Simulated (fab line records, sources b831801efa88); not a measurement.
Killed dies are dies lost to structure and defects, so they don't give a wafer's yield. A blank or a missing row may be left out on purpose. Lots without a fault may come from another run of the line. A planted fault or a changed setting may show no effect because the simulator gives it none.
fab line records | flow gf180mcu | part 1 of 2: steps 1 to 29 of 42
record lots=5 wafers=15 last_day=33
route steps=602 shown V3@449 M4@456 V4@476
lots that met no fault: from a run of the same line without faults
start_h: hours from the record's first day to the start of the lot's first wafer shown | wait_h: hours since the lot's step before | " the same as in the row above | L1.1+2: a row that stands for several wafers | - no value, or no start given | * or withheld: withheld | < > ~ a bound
route shown NAME@n: a module of which the file shows steps, and the number in the route of the first | usual: mean/standard deviation of fault-free wafers | same: alike in all rows | chamber/n: place in a boat | sites: the reading at each site | _std_site: their standard deviation | _edge_site: outer sites' mean less inner sites' | radius_mm: how far each site lies from the wafer's centre | mask NAME#n: copy n | behind: the tool/chamber that last shaped the wafer | hold: why the lot was held/for how many hours/how that ended | device: the transistor (n, p or np) that didn't switch | end of line: the same wafers' tests at the end of the route | a step without rows: its recipe alone | killed: dies lost to structure and defects at the first sort, not the wafer's yield | map: a wafer's dies, x killed, . not, _ none there
set.NAME: the setting as run; set.NAME@STEP: as run at that earlier step | model.NAME: the simulator's own value behind a step, which no gauge read
lots at some steps of the route; a table a step, a row a wafer
services: from which hour (start_h, from the record's first day; less than 0 if before it) a tool's chamber was out of use, for how many hours, and why
## steps
# step GF_V3_CLEAN_20
# recipe chemistry=DIW dry=n2_spin
# columns lot.wafer tool chamber start_h wait_h
L074.2+4+6 wet_bench-02 1 522.45 0.0
L087.1+3+5 wet_bench-02 0 620.73 0.0
L091.1+2+3 wet_bench-04 3 654.06 0.0
L093.2+3+5 wet_bench-04 2 667.11 0.0
L094.2+3+6 wet_bench-04 3 668.06 0.0
# step GF_V3_SPUTTER_21
# recipe material=Ti target_thk_nm=15 chamber_pressure_pa=5 power_w=2500 substrate_temp_c=200 time_s=80.02
# usual throttle_valve_pct=30.8/0.93
# columns lot.wafer tool chamber start_h wait_h throttle_valve_pct
L074.2 pvd_sputter-04 - 522.54 0.0 31.1
L074.4 " - " " 32.3
L074.6 " - " " 30.8
L087.1 pvd_sputter-04 - 620.83 0.0 30.6
L087.3 " - " " 32.2
L087.5 " - " " 30.9
L091.1 pvd_sputter-01 - 654.15 0.0 31.8
L091.2 " - " " 28.8
L091.3 " - " " 30.7
L093.2 pvd_sputter-01 - 667.20 0.0 28.7
L093.3 " - " " 31.9
L093.5 " - " " 30.7
L094.2 pvd_sputter-01 - 668.24 0.0 31.2
L094.3 " - " " 30.9
L094.6 " - " " 31.0
# step GF_V3_SPUTTER_22
# recipe material=TiN target_thk_nm=10 chamber_pressure_pa=5 power_w=4000 time_s=40
# usual throttle_valve_pct=30.8/0.92
# columns lot.wafer tool chamber start_h wait_h throttle_valve_pct
L074.2 pvd_sputter-04 - 522.60 0.0 30.8
L074.4 " - " " 32.0
L074.6 " - " " 30.6
L087.1 pvd_sputter-04 - 620.89 0.0 30.8
L087.3 " - " " 32.3
L087.5 " - " " 30.6
L091.1 pvd_sputter-01 - 654.21 0.0 31.9
L091.2 " - " " 28.8
L091.3 " - " " 30.6
L093.2 pvd_sputter-01 - 667.26 0.0 28.5
L093.3 " - " " 31.9
L093.5 " - " " 31.0
L094.2 pvd_sputter-01 - 668.30 0.0 31.1
L094.3 " - " " 30.8
L094.6 " - " " 31.3
# step GF_V3_CVD_23
# recipe material=W target_thk_nm=350 time_s=104.9 temp_c=400 pressure_torr=40
# usual heater_power_w=904/77
# columns lot.wafer tool chamber start_h wait_h heater_power_w
L074.2 cvd_w-01 0 522.64 0.0 853
L074.4 " 0 " " 826
L074.6 " 0 " " 834
L087.1 cvd_w-01 0 620.93 0.0 841
L087.3 " 0 " " 852
L087.5 " 0 " " 854
L091.1 cvd_w-02 1 654.25 0.0 943
L091.2 " 0 " " 816
L091.3 " 1 " " 952
L093.2 cvd_w-02 0 667.30 0.0 831
L093.3 " 1 " " 952
L093.5 " 0 " " 808
L094.2 cvd_w-02 1 668.34 0.0 953
L094.3 " 1 " " 963
L094.6 " 0 " " 817
# step GF_V3_RS_MEAS_24
# recipe thk_meas_gauge=four-point-probe reads=W_of_V3_CVD_23+TiN_of_V3_SPUTTER_22+Ti_of_V3_SPUTTER_21
# usual V3_W_RS=0.326/0.0067
# columns lot.wafer tool chamber start_h wait_h V3_W_RS[ohm/sq]
L074.2 film_metro-04 - 522.77 0.1 0.311
L074.4 " - " " 0.314
L074.6 " - " " 0.312
L087.1 film_metro-04 - 621.04 0.1 0.320
L087.3 " - " " 0.322
L087.5 " - " " 0.316
L091.1 film_metro-03 - 654.36 0.1 0.330
L091.2 " - " " 0.321
L091.3 " - " " 0.330
L093.2 film_metro-04 - 667.43 0.1 0.325
L093.3 " - " " 0.333
L093.5 " - " " 0.325
L094.2 film_metro-03 - 668.47 0.1 0.323
L094.3 " - " " 0.329
L094.6 " - " " 0.320
# step GF_V3_THK_MEAS_25
# recipe thk_meas_gauge=xrf reads=W_of_V3_CVD_23
# usual V3_W_THK=361/8.3
# columns lot.wafer tool chamber start_h wait_h V3_W_THK[nm]
L074.2 film_metro-04 - 522.88 0.1 376
L074.4 " - " " 373
L074.6 " - " " 376
L087.1 film_metro-04 - 621.16 0.1 366
L087.3 " - " " 363
L087.5 " - " " 371
L091.1 film_metro-03 - 654.48 0.1 363
L091.2 " - " " 371
L091.3 " - " " 358
L093.2 film_metro-04 - 667.54 0.1 358
L093.3 " - " " 351
L093.5 " - " " 354
L094.2 film_metro-03 - 668.58 0.1 367
L094.3 " - " " 362
L094.6 " - " " 372
# step GF_V3_CMP_26
# recipe stop_on=SiO2 down_force_psi=3.5 platen_rpm=60 t_overpolish_s=15 target_thk_nm=0 pad_velocity_m_s=0.94248
# usual motor_current_A=12.0/0.8 overpolish_run_s=15.000/0.0094 slurry_flow_ml_min=150.0/0.43 time_to_endpoint_s=86/3.9
# columns lot.wafer tool chamber start_h wait_h motor_current_A overpolish_run_s slurry_flow_ml_min time_to_endpoint_s
L074.2 cmp-02 3 523.03 0.1 11.7 14.996 150.0 91
L074.4 " 0 " " 12.6 14.993 150.7 88
L074.6 " 2 " " 13.2 15.011 151.0 84
L087.1 cmp-01 3 621.27 0.1 11.1 15.002 150.0 87
L087.3 " 1 " " 12.4 14.997 149.6 83
L087.5 " 3 " " 11.8 15.003 150.9 85
L091.3 cmp-01 2 654.54 0.0 12.8 15.016 150.3 92
L091.2 " 3 " " 11.5 14.996 150.4 90
L091.1 " 1 " " 12.3 14.998 150.5 87
L093.3 cmp-01 2 667.59 0.0 12.7 15.001 150.0 87
L093.2 " 0 " " 10.8 15.005 149.8 86
L093.5 " 3 " " 11.7 15.000 149.9 85
L094.3 cmp-02 2 668.68 0.1 12.5 15.001 149.5 85
L094.2 " 3 " " 11.2 14.996 149.9 91
L094.6 " 1 " " 12.6 14.996 149.7 80
# step GF_M4_SPUTTER_00
# recipe material=Ti target_thk_nm=37.5 arriving_ion_energy_ev=80 substrate_temp_c=200 chamber_pressure_pa=2 power_w=4000 time_s=150
# usual throttle_valve_pct=30.4/1.1
# columns lot.wafer tool chamber start_h wait_h throttle_valve_pct
L074.2 pvd_sputter-03 - 523.23 0.1 30.7
L074.4 " - " " 30.6
L074.6 " - " " 31.4
L087.1 pvd_sputter-03 - 621.52 0.2 30.8
L087.3 " - " " 30.3
L087.5 " - " " 28.7
L091.1 pvd_sputter-02 - 654.84 0.1 29.0
L091.2 " - " " 28.9
L091.3 " - " " 30.7
L093.2 pvd_sputter-03 - 667.89 0.1 30.5
L093.3 " - " " 28.8
L093.5 " - " " 28.9
L094.2 pvd_sputter-03 - 668.93 0.1 31.5
L094.3 " - " " 30.7
L094.6 " - " " 30.3
# step GF_M4_SPUTTER_01
# recipe material=TiN target_thk_nm=30 power_w=6500 time_s=25 chamber_pressure_pa=0.4
# usual throttle_valve_pct=30.4/1.1
# columns lot.wafer tool chamber start_h wait_h throttle_valve_pct
L074.2 pvd_sputter-03 - 523.33 0.1 30.9
L074.4 " - " " 30.3
L074.6 " - " " 31.3
L087.1 pvd_sputter-03 - 621.62 0.1 30.7
L087.3 " - " " 30.4
L087.5 " - " " 28.9
L091.1 pvd_sputter-02 - 654.94 0.1 29.1
L091.2 " - " " 29.0
L091.3 " - " " 30.5
L093.2 pvd_sputter-03 - 667.99 0.1 30.8
L093.3 " - " " 28.9
L093.5 " - " " 28.7
L094.2 pvd_sputter-03 - 669.03 0.1 31.3
L094.3 " - " " 30.7
L094.6 " - " " 30.2
# step GF_M4_SPUTTER_02
# recipe material=AlCu target_thk_nm=450 power_w=10600 time_s=23.9 chamber_pressure_pa=0.4
# usual throttle_valve_pct=30.4/1.1
# columns lot.wafer tool chamber start_h wait_h throttle_valve_pct
L074.2 pvd_sputter-03 - 523.36 0.0 30.5
L074.4 " - " " 30.5
L074.6 " - " " 31.1
L087.1 pvd_sputter-03 - 621.65 0.0 30.6
L087.3 " - " " 30.5
L087.5 " - " " 28.9
L091.1 pvd_sputter-02 - 654.97 0.0 28.9
L091.2 " - " " 29.0
L091.3 " - " " 30.9
L093.2 pvd_sputter-03 - 668.02 0.0 31.0
L093.3 " - " " 28.8
L093.5 " - " " 28.6
L094.2 pvd_sputter-03 - 669.06 0.0 31.6
L094.3 " - " " 31.0
L094.6 " - " " 30.7
# step GF_M4_SPUTTER_03
# recipe material=Ti target_thk_nm=10 substrate_temp_c=300 chamber_pressure_pa=0.3 power_w=3000 time_s=6.7
# usual throttle_valve_pct=30.4/1.1
# columns lot.wafer tool chamber start_h wait_h throttle_valve_pct
L074.2 pvd_sputter-03 - 523.39 0.0 30.9
L074.4 " - " " 30.4
L074.6 " - " " 31.3
L087.1 pvd_sputter-03 - 621.68 0.0 30.8
L087.3 " - " " 30.7
L087.5 " - " " 28.5
L091.1 pvd_sputter-02 - 655.00 0.0 29.0
L091.2 " - " " 29.0
L091.3 " - " " 30.6
L093.2 pvd_sputter-03 - 668.05 0.0 30.7
L093.3 " - " " 28.5
L093.5 " - " " 28.7
L094.2 pvd_sputter-03 - 669.09 0.0 31.5
L094.3 " - " " 30.8
L094.6 " - " " 30.3
# step GF_M4_SPUTTER_04
# recipe material=TiN target_thk_nm=50 power_w=6500 time_s=41.7 chamber_pressure_pa=0.4
# usual throttle_valve_pct=30.4/1.1
# columns lot.wafer tool chamber start_h wait_h throttle_valve_pct
L074.2 pvd_sputter-03 - 523.41 0.0 30.7
L074.4 " - " " 30.4
L074.6 " - " " 31.3
L087.1 pvd_sputter-03 - 621.70 0.0 30.9
L087.3 " - " " 30.4
L087.5 " - " " 28.8
L091.1 pvd_sputter-02 - 655.02 0.0 29.0
L091.2 " - " " 29.1
L091.3 " - " " 30.4
L093.2 pvd_sputter-03 - 668.07 0.0 30.9
L093.3 " - " " 28.7
L093.5 " - " " 28.7
L094.2 pvd_sputter-03 - 669.11 0.0 31.6
L094.3 " - " " 30.7
L094.6 " - " " 30.4
# step GF_M4_RS_MEAS_05
# recipe thk_meas_gauge=four-point-probe reads=TiN_of_M4_SPUTTER_04+Ti_of_M4_SPUTTER_03+AlCu_of_M4_SPUTTER_02+TiN_of_M4_SPUTTER_01+Ti_of_M4_SPUTTER_00
# usual M4_ALCU_RS=0.0699/0.00074
# columns lot.wafer tool chamber start_h wait_h M4_ALCU_RS[ohm/sq]
L074.2 film_metro-03 - 523.47 0.0 0.0694
L074.4 " - " " 0.0707
L074.6 " - " " 0.0698
L087.1 film_metro-03 - 621.74 0.0 0.0699
L087.3 " - " " 0.0712
L087.5 " - " " 0.0705
L091.1 film_metro-01 - 655.06 0.0 0.0695
L091.2 " - " " 0.0697
L091.3 " - " " 0.0705
L093.2 film_metro-03 - 668.13 0.0 0.0687
L093.3 " - " " 0.0697
L093.5 " - " " 0.0691
L094.2 film_metro-03 - 669.17 0.0 0.0695
L094.3 " - " " 0.0690
L094.6 " - " " 0.0700
# step GF_M4_THK_MEAS_06
# recipe thk_meas_gauge=xrf reads=AlCu_of_M4_SPUTTER_02
# usual M4_ALCU_THK=445/5.3
# columns lot.wafer tool chamber start_h wait_h M4_ALCU_THK[nm]
L074.2 film_metro-03 - 523.58 0.1 450
L074.4 " - " " 441
L074.6 " - " " 447
L087.1 film_metro-03 - 621.86 0.1 444
L087.3 " - " " 435
L087.5 " - " " 439
L091.1 film_metro-01 - 655.18 0.1 449
L091.2 " - " " 453
L091.3 " - " " 442
L093.2 film_metro-03 - 668.24 0.1 454
L093.3 " - " " 447
L093.5 " - " " 451
L094.2 film_metro-03 - 669.28 0.1 450
L094.3 " - " " 451
L094.6 " - " " 447
# step GF_M4_DEHYDRATE_07
# recipe temp_c=200 time_s=60
# columns lot.wafer tool chamber start_h wait_h
L074.2+4+6 litho_track-03 0 533.64 10.0
L087.1+3+5 litho_track-04 0 631.92 10.0
L091.1+2+3 litho_track-03 0 663.86 8.7
L093.2+3+5 litho_track-04 0 677.85 9.6
L094.2+3+6 litho_track-03 0 678.53 9.2
# step GF_M4_HMDS_08
# recipe prime_time_s=60 prime_temp_c=120
# columns lot.wafer tool chamber start_h wait_h
L074.2+4+6 litho_track-03 0 533.79 0.1
L087.1+3+5 litho_track-04 0 632.07 0.1
L091.1+2+3 litho_track-03 0 664.01 0.1
L093.2+3+5 litho_track-04 0 678.00 0.1
L094.2+3+6 litho_track-03 0 678.68 0.1
# step GF_M4_COAT_09
# recipe resist=KrF spin_rpm=withheld resist_thk_nm=1000
# columns lot.wafer tool chamber start_h wait_h
L074.2+4+6 litho_track-03 0 533.94 0.1
L087.1+3+5 litho_track-04 0 632.22 0.1
L091.1+2+3 litho_track-03 0 664.16 0.1
L093.2+3+5 litho_track-04 0 678.15 0.1
L094.2+3+6 litho_track-03 0 678.83 0.1
# step GF_M4_SOFTBAKE_10
# recipe temp_c=130 time_s=60 resist=KrF
# columns lot.wafer tool chamber start_h wait_h
L074.2+4+6 litho_track-03 0 534.09 0.1
L087.1+3+5 litho_track-04 0 632.37 0.1
L091.1+2+3 litho_track-03 0 664.31 0.1
L093.2+3+5 litho_track-04 0 678.30 0.1
L094.2+3+6 litho_track-03 0 678.98 0.1
# step GF_M4_EXPOSE_11
# recipe mask_id=Metal4 target_cd_nm=280 na=0.68 source_shape=conventional sigma_outer=0.6 dose_mj=28
# usual exposure_dose_mJ_cm2=27.992/0.027
# same na=0.68
# columns lot.wafer tool chamber start_h wait_h mask exposure_dose_mJ_cm2
L074.2 krf_scanner-02 0 - - Metal4#0 27.971
L074.4 " 0 " " Metal4#0 27.973
L074.6 " 0 " " Metal4#0 28.026
L087.1 krf_scanner-02 0 - - Metal4#0 28.014
L087.3 " 0 " " Metal4#0 28.002
L087.5 " 0 " " Metal4#0 27.978
L091.1 krf_scanner-01 0 - - Metal4#0 27.964
L091.2 " 0 " " Metal4#0 27.955
L091.3 " 0 " " Metal4#0 27.970
L093.2 krf_scanner-01 0 - - Metal4#0 27.972
L093.3 " 0 " " Metal4#0 27.991
L093.5 " 0 " " Metal4#0 27.960
L094.2 krf_scanner-01 0 - - Metal4#0 27.975
L094.3 " 0 " " Metal4#0 28.032
L094.6 " 0 " " Metal4#0 27.987
# step GF_M4_PEB_12
# recipe peb_temp_c=135 peb_time_s=90 resist=KrF
# columns lot.wafer tool chamber start_h wait_h
L074.2+4+6 litho_track-03 0 - -
L087.1+3+5 litho_track-02 0 - -
L091.1+2+3 litho_track-02 0 - -
L093.2+3+5 litho_track-04 0 - -
L094.2+3+6 litho_track-04 0 - -
# step GF_M4_DEVELOP_13
# recipe develop_time_s=60 dev_temp_c=21
# columns lot.wafer tool chamber start_h wait_h
L074.2+4+6 litho_track-03 0 545.69 0.2
L087.1+3+5 litho_track-02 0 642.08 0.2
L091.1+2+3 litho_track-02 0 673.88 0.2
L093.2+3+5 litho_track-04 0 687.55 0.2
L094.2+3+6 litho_track-04 0 687.90 0.2
# step GF_M4_CD_MEAS_14
# recipe target_cd_nm=280
# usual cd_nm=279.8/0.99
# columns lot.wafer tool chamber start_h wait_h cd_nm
L074.2 cd_sem-01 - 545.83 0.1 280.0
L074.4 " - " " 280.5
L074.6 " - " " 280.0
L087.1 cd_sem-01 - 642.23 0.1 280.1
L087.3 " - " " 280.0
L087.5 " - " " 281.2
L091.1 cd_sem-02 - 674.03 0.1 280.0
L091.2 " - " " 280.3
L091.3 " - " " 280.2
L093.2 cd_sem-01 - 687.69 0.1 279.4
L093.3 " - " " 277.6
L093.5 " - " " 279.8
L094.2 cd_sem-02 - 688.04 0.1 278.7
L094.3 " - " " 278.4
L094.6 " - " " 278.2
# step GF_M4_OVL_MEAS_15
# usual M4_OVL=0/4.9
# columns lot.wafer tool chamber start_h wait_h M4_OVL[nm]
L074.2 overlay-01 - 545.94 0.1 -6
L074.4 " - " " -2
L074.6 " - " " -3
L087.1 overlay-01 - 642.35 0.1 11
L087.3 " - " " 1
L087.5 " - " " 2
L091.1 overlay-01 - 674.15 0.1 -1
L091.2 " - " " -5
L091.3 " - " " -4
L093.2 overlay-02 - 687.80 0.1 5
L093.3 " - " " 0
L093.5 " - " " 2
L094.2 overlay-01 - 688.15 0.1 -3
L094.3 " - " " 2
L094.6 " - " " 4
# step GF_M4_METAL_ETCH_16
# recipe chemistry=Cl2/BCl3 mask_material=KrF target_depth_nm=750.8 stop_on=SiO2 pressure_mtorr=8 icp_w=800 bias_w=140 Cl2_flow_sccm=80 bcl3_flow_sccm=40 time_s=125.1
# usual drypump_motor_current_A=5.8/0.47 oes_product_au=0.993/0.0059 throttle_valve_pct=28.227/0.0097
# columns lot.wafer tool chamber start_h wait_h drypump_motor_current_A oes_product_au rf_hours_counter_h throttle_valve_pct
L074.2 rie_metal-01 0 545.97 0.0 4.9 0.992 10 28.225
L074.4 " 1 " " 5.9 0.986 - 28.227
L074.6 " 1 " " 5.9 0.998 - 28.237
L087.1 rie_metal-03 0 642.38 0.0 5.9 0.985 11 28.242
L087.3 " 0 " " 5.9 0.993 - 28.226
L087.5 " 1 " " 5.4 0.996 - 28.233
L091.1 rie_metal-03 1 674.18 0.0 5.3 0.998 13 28.216
L091.2 " 0 " " 5.9 0.988 13 28.234
L091.3 " 0 " " 5.9 0.989 - 28.217
L093.2 rie_metal-03 0 687.83 0.0 5.9 0.991 13 28.215
L093.3 " 1 " " 5.3 0.992 - 28.227
L093.5 " 1 " " 5.3 0.999 - 28.221
L094.2 rie_metal-01 0 688.18 0.0 4.9 0.989 15 28.229
L094.3 " 1 " " 6.0 0.989 - 28.214
L094.6 " 1 " " 5.9 1.006 - 28.225
# step GF_M4_STRIP_17
# recipe chemistry=O2/N2 power_w=1400 pressure_mtorr=1500 platen_temp_c=250 o2_flow_sccm=3000 n2_flow_sccm=300 overash_fraction=0.5
# usual drypump_motor_current_A=6.06/0.23 heater_power_w=329/12 n2_flow_sccm=300.0/0.88 oes_product_au=0.536/0.0045 strip_time_to_endpoint_s=7.36/0.062
# columns lot.wafer tool chamber start_h wait_h drypump_motor_current_A heater_power_w n2_flow_sccm oes_product_au rf_hours_counter_h strip_time_to_endpoint_s
L074.2 plasma_asher-04 1 546.10 0.1 6.12 319 299.8 0.536 76 7.30
L074.4 " 1 " " 6.14 311 299.8 0.535 - 7.28
L074.6 " 0 " " 5.86 340 298.6 0.537 - 7.30
L087.1 plasma_asher-01 0 642.51 0.1 5.79 335 300.6 0.535 95 7.39
L087.3 " 1 " " 6.40 329 301.2 0.536 - 7.38
L087.5 " 1 " " 6.38 319 300.4 0.535 - 7.34
L091.1 plasma_asher-04 1 674.31 0.1 6.12 316 302.2 0.533 92 7.28
L091.2 " 0 " " 5.85 341 301.5 0.543 92 7.40
L091.3 " 1 " " 6.08 314 301.1 0.534 - 7.41
L093.2 plasma_asher-01 1 687.96 0.1 6.36 321 298.6 0.535 100 7.35
L093.3 " 1 " " 6.41 310 300.0 0.528 - 7.28
L093.5 " 0 " " 5.80 335 299.7 0.533 - 7.32
L094.2 plasma_asher-04 0 688.31 0.1 5.88 360 300.8 0.538 94 7.31
L094.3 " 1 " " 6.10 317 301.0 0.525 - 7.34
L094.6 " 1 " " 6.09 316 299.9 0.532 - 7.30
# step GF_M4_STRIP_18
# recipe chemistry=post_etch_residue_remover time_s=1200 temp_c=72.5
# columns lot.wafer tool chamber start_h wait_h
L074.2+4+6 wet_bench-02 2 546.20 0.1
L087.1+3+5 wet_bench-04 1 642.61 0.1
L091.1+2+3 wet_bench-03 1 674.75 0.4
L093.2+3+5 wet_bench-03 3 688.06 0.1
L094.2+3+6 wet_bench-03 0 688.41 0.1
# step GF_M4_CLEAN_19
# recipe chemistry=DIW dry=n2_spin
# columns lot.wafer tool chamber start_h wait_h
L074.2+4+6 wet_bench-03 3 546.57 0.0
L087.1+3+5 wet_bench-03 1 642.95 0.0
L091.1+2+3 wet_bench-03 2 675.09 0.0
L093.2+3+5 wet_bench-02 1 688.40 0.0
L094.2+3+6 wet_bench-02 0 688.75 0.0
# step GF_V4_CVD_00
# recipe material=SiO2 target_thk_nm=600 sigma_open_frac=0.3 temp_c=400 time_s=100 sih4_flow_sccm=60 pressure_mtorr=6
# columns lot.wafer tool chamber start_h wait_h
L074.2+4+6 hdpcvd-01 2,0,2 546.66 0.0
L087.1+3+5 hdpcvd-01 1,2,0 643.04 0.0
L091.1+2+3 hdpcvd-02 2,0,1 675.18 0.0
L093.2+3+5 hdpcvd-01 0,1,2 688.49 0.0
L094.2+3+6 hdpcvd-02 0,1,2 688.84 0.0
# step GF_V4_THK_MEAS_01
# recipe reads=SiO2_of_V4_CVD_00
# usual V4_CVD_00_THK=600/7.6
# columns lot.wafer tool chamber start_h wait_h V4_CVD_00_THK[nm]
L074.2 film_metro-01 - 546.74 0.0 606
L074.4 " - " " 597
L074.6 " - " " 604
L087.1 film_metro-04 - 643.17 0.1 597
L087.3 " - " " 595
L087.5 " - " " 597
L091.1 film_metro-04 - 675.25 0.0 613
L091.2 " - " " 603
L091.3 " - " " 604
L093.2 film_metro-04 - 688.57 0.0 595
L093.3 " - " " 588
L093.5 " - " " 604
L094.2 film_metro-04 - 688.92 0.0 590
L094.3 " - " " 594
L094.6 " - " " 607
